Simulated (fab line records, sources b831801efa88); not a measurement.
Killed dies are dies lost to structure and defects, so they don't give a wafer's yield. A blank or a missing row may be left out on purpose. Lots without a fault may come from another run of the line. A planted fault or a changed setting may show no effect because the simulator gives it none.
Which tool did it? | flow sky130 | 15 lots, 45 wafers sampled, at 6 steps of a route of 708

WHAT THE GAUGES READ, wafer by wafer
SKY_SD_P_CD_MEAS_07: target cd 380 nm.
lot  | measured     | on        | cd_nm (nm)
L634 | day 25 02:01 | cd_sem-02 | 385.8 380.2 382.4
L637 | day 26 04:19 | cd_sem-01 | 381.9 381.8 382.1
L638 | day 26 14:30 | cd_sem-02 | - - -
L639 | day 26 21:51 | cd_sem-02 | - - -
L640 | day 27 07:58 | cd_sem-01 | - - -
L646 | day 29 22:38 | cd_sem-02 | 375.2 376.6 373.9
L647 | day 29 23:42 | cd_sem-02 | 375.7 378.1 375.1
L649 | day 30 15:46 | cd_sem-01 | 374.5 376.5 376.7
L651 | day 31 02:07 | cd_sem-01 | 379.4 377.9 379.1
L652 | day 31 22:35 | cd_sem-02 | 384.5 383.6 381.9
L653 | day 32 00:22 | cd_sem-02 | 382.0 383.5 382.8
L654 | day 32 00:54 | cd_sem-02 | 377.7 380.7 381.8
L655 | day 32 08:37 | cd_sem-02 | 377.6 378.2 378.6
L656 | day 32 17:46 | cd_sem-02 | 378.3 378.9 379.9
L657 | day 33 04:17 | cd_sem-02 | 377.7 377.8 378.7

SKY_RES_XHIGH_TW_MEAS_09.
lot  | measured     | on            | RES_XHIGH_TW
L634 | day 26 07:31 | film_metro-03 | 1657 1663 1654
L637 | day 27 09:25 | film_metro-02 | 1630 1648 1649
L638 | day 27 19:43 | film_metro-01 | 2871 2867 2857
L639 | day 28 03:25 | film_metro-02 | 2904 2889 2893
L640 | day 28 13:22 | film_metro-01 | 2862 2859 2858
L646 | day 31 01:58 | film_metro-02 | 1659 1655 1655
L647 | day 31 04:17 | film_metro-03 | 1676 1670 1672
L649 | day 31 19:59 | film_metro-02 | 1656 1662 1654
L651 | day 32 06:28 | film_metro-01 | 1628 1624 1636
L652 | day 33 02:52 | film_metro-03 | 1670 1656 1670
L653 | day 33 04:28 | film_metro-03 | 1667 1668 1664
L654 | day 33 05:35 | film_metro-02 | 1643 1648 1653
L655 | day 33 12:49 | film_metro-02 | 1641 1649 1646
L656 | day 33 21:28 | film_metro-02 | 1640 1651 1652
L657 | day 34 07:28 | film_metro-02 | 1647 1659 1649

SKY_METAL1_OVL_MEAS_16.
lot  | measured     | on         | METAL1_OVL (nm)
L634 | day 32 12:05 | overlay-01 | -4 -10 -4
L637 | day 33 11:47 | overlay-02 | 0 -3 -5
L638 | day 33 22:47 | overlay-01 | -2 3 3
L639 | day 34 05:44 | overlay-02 | -2 -4 10
L640 | day 34 14:53 | overlay-02 | 0 -3 4
L646 | day 37 00:44 | overlay-02 | -13 2 -3
L647 | day 37 02:11 | overlay-02 | 0 -9 -2
L649 | day 37 16:45 | overlay-01 | 5 12 15
L651 | day 38 02:26 | overlay-02 | -3 -6 1
L652 | day 38 20:56 | overlay-02 | -1 2 8
L653 | day 38 22:11 | overlay-01 | -5 -10 -4
L654 | day 38 22:50 | overlay-02 | 10 -3 -8
L655 | day 39 06:35 | overlay-02 | 4 -4 -10
L656 | day 39 14:52 | overlay-01 | 5 7 4
L657 | day 39 23:55 | overlay-01 | 0 4 -1

WHICH TOOL RAN EACH LOT (tool, then ch and the chambers of the sampled wafers, then the start)
lot  | SKY_SD_P_COAT_02                  | SKY_LI_CONTACT_ETCH_14             | SKY_LOCAL_INTERCONNECT_ETCH_13
L634 | litho_track-04 ch 0, day 24 11:08 | rie_diel-04 ch 2,3, day 28 18:49   | rie_metal-02 ch 0,1, day 30 00:46
L637 | litho_track-02 ch 0, day 25 13:54 | rie_diel-02 ch 0,2,3, day 29 19:34 | rie_metal-02 ch 0,1, day 31 00:40
L638 | litho_track-02, day 25 23:21      | rie_diel-02 ch 1,3, day 30 06:46   | rie_metal-04 ch 0,1, day 31 11:22
L639 | litho_track-04, day 26 07:34      | rie_diel-02 ch 0,1,3, day 30 13:46 | rie_metal-02 ch 0,1, day 31 18:58
L640 | litho_track-02, day 26 17:33      | rie_diel-01 ch 0,2,3, day 30 22:43 | rie_metal-04 ch 0,1, day 32 04:22
L646 | litho_track-04 ch 0, day 29 08:14 | rie_diel-02 ch 0,1,2, day 33 10:49 | rie_metal-02 ch 0,1, day 34 15:34
L647 | litho_track-04 ch 0, day 29 09:31 | rie_diel-02 ch 0,1,2, day 33 12:46 | rie_metal-04 ch 0,1, day 34 17:14
L649 | litho_track-02 ch 0, day 30 01:29 | rie_diel-02 ch 0,1, day 34 04:22   | rie_metal-02 ch 0,1, day 35 08:35
L651 | litho_track-04 ch 0, day 30 12:22 | rie_diel-01 ch 0,1, day 34 14:46   | rie_metal-02 ch 0,1, day 35 18:52
L652 | litho_track-04 ch 0, day 31 08:20 | rie_diel-01 ch 0,3, day 35 09:46   | rie_metal-04 ch 1, day 36 14:25
L653 | litho_track-04 ch 0, day 31 10:34 | rie_diel-02 ch 1,2, day 35 11:24   | rie_metal-03 ch 0,1, day 36 15:46
L654 | litho_track-04 ch 0, day 31 11:13 | rie_diel-04 ch 1,2, day 35 12:41   | rie_metal-02 ch 0,1, day 36 15:59
L655 | litho_track-02 ch 0, day 31 18:47 | rie_diel-02 ch 1,2,3, day 35 20:16 | rie_metal-04 ch 0, day 37 00:52
L656 | litho_track-03 ch 0, day 32 03:13 | rie_diel-02 ch 0,1, day 36 04:40   | rie_metal-04 ch 0,1, day 37 09:10
L657 | litho_track-04 ch 0, day 32 14:44 | rie_diel-01 ch 1,2,3, day 36 15:07 | rie_metal-04 ch 0,1, day 37 18:34
- SKY_SD_P_COAT_02: resist thk 1140 nm.
- SKY_LI_CONTACT_ETCH_14: etches BARC in N2/H2, stops on SiO2, time 45.9 s, target depth 60 nm.
- SKY_LOCAL_INTERCONNECT_ETCH_13: etches BARC in N2/H2, stops on SiO2, time 45.9 s, target depth 60 nm.

WHAT THE TOOLS THEMSELVES READ (means of the sampled wafers that have a number; where no wafer has one, the mark that the record gives instead)
SKY_SD_P_COAT_02.
lot  | tool           | chill_plate_temp_C (C) | dispense_pressure_kPa (kPa)
L634 | litho_track-04 | 23.02                  | 53
L637 | litho_track-02 | 23.15                  | 44
L638 | litho_track-02 | -                      | -
L639 | litho_track-04 | -                      | -
L640 | litho_track-02 | -                      | -
L646 | litho_track-04 | 22.93                  | 53
L647 | litho_track-04 | 22.95                  | 53
L649 | litho_track-02 | 22.97                  | 44
L651 | litho_track-04 | 23.00                  | 53
L652 | litho_track-04 | 23.21                  | 53
L653 | litho_track-04 | 23.07                  | 53
L654 | litho_track-04 | 23.10                  | 53
L655 | litho_track-02 | 23.08                  | 44
L656 | litho_track-03 | 22.97                  | 47
L657 | litho_track-04 | 23.01                  | 53

SKY_LI_CONTACT_ETCH_14.
lot  | tool        | drypump_motor_current_A (A) | oes_product_au (a.u.) | throttle_valve_pct (%)
L634 | rie_diel-04 | 5.8                         | 0.851                 | 13.230
L637 | rie_diel-02 | 5.8                         | 0.856                 | 13.236
L638 | rie_diel-02 | 5.7                         | 0.858                 | 13.234
L639 | rie_diel-02 | 5.6                         | 0.854                 | 13.219
L640 | rie_diel-01 | 5.7                         | 0.851                 | 13.224
L646 | rie_diel-02 | 5.8                         | 0.857                 | 13.228
L647 | rie_diel-02 | 5.8                         | 0.855                 | 13.224
L649 | rie_diel-02 | 5.4                         | 0.858                 | 13.230
L651 | rie_diel-01 | 5.7                         | 0.854                 | 13.234
L652 | rie_diel-01 | 5.6                         | 0.854                 | 13.226
L653 | rie_diel-02 | 6.0                         | 0.847                 | 13.225
L654 | rie_diel-04 | 6.2                         | 0.853                 | 13.227
L655 | rie_diel-02 | 6.0                         | 0.861                 | 13.236
L656 | rie_diel-02 | 5.6                         | 0.855                 | 13.222
L657 | rie_diel-01 | 5.7                         | 0.854                 | 13.225

SKY_LOCAL_INTERCONNECT_ETCH_13.
lot  | tool         | drypump_motor_current_A (A) | oes_product_au (a.u.) | throttle_valve_pct (%)
L634 | rie_metal-02 | 6.4                         | 0.861                 | 13.221
L637 | rie_metal-02 | 6.2                         | 0.856                 | 13.228
L638 | rie_metal-04 | 5.6                         | 0.859                 | 13.228
L639 | rie_metal-02 | 6.4                         | 0.858                 | 13.223
L640 | rie_metal-04 | 5.6                         | 0.853                 | 13.224
L646 | rie_metal-02 | 6.2                         | 0.852                 | 13.222
L647 | rie_metal-04 | 5.6                         | 0.851                 | 13.221
L649 | rie_metal-02 | 6.2                         | 0.850                 | 13.230
L651 | rie_metal-02 | 6.4                         | 0.854                 | 13.225
L652 | rie_metal-04 | 5.1                         | 0.853                 | 13.224
L653 | rie_metal-03 | 5.4                         | 0.853                 | 13.220
L654 | rie_metal-02 | 6.4                         | 0.855                 | 13.216
L655 | rie_metal-04 | 5.9                         | 0.857                 | 13.215
L656 | rie_metal-04 | 5.6                         | 0.857                 | 13.222
L657 | rie_metal-04 | 5.4                         | 0.854                 | 13.225

THE ANSWER, worked out from the rows above alone
Rule: what is usual is taken from the lots themselves. Put in order of their means at a reading, lots are off if they are a third of the lots or fewer, leave a main group of 4 or more, and stand apart from it by a gap of 3 or more times the standard deviation of the main group's means; of several such gaps the widest counts. A main group whose means are all the same, to the digits that the tables above print for the reading, isn't used. A lot without any number at a reading at which 4 lots or more have one is off too. The other lots that the step has rows for count as sound. The gauges are gone through in route order, then the tools' own readings, and for those a lot's mean is taken as printed above. The first step at which some lot is off is used, and at that step the reading that is off furthest; a lot without a number counts as furthest.
Off: L638, L639, L640, at SKY_SD_P_CD_MEAS_07 (cd_nm). Without a number there: L638, L639, L640. The main group: mean 379.4 nm, standard deviation 2.7.
A tool fits if, at a process step before that reading, it ran every lot that is off, and no sound lot after the first of them. The gauges at SKY_SD_P_CD_MEAS_07 aren't tried: what is off there is off at SKY_RES_XHIGH_TW_MEAS_09 too, on other tools, and a gauge's error can't cause that. None of those tried fits.

WHAT THE SIMULATOR HAD PUT IN
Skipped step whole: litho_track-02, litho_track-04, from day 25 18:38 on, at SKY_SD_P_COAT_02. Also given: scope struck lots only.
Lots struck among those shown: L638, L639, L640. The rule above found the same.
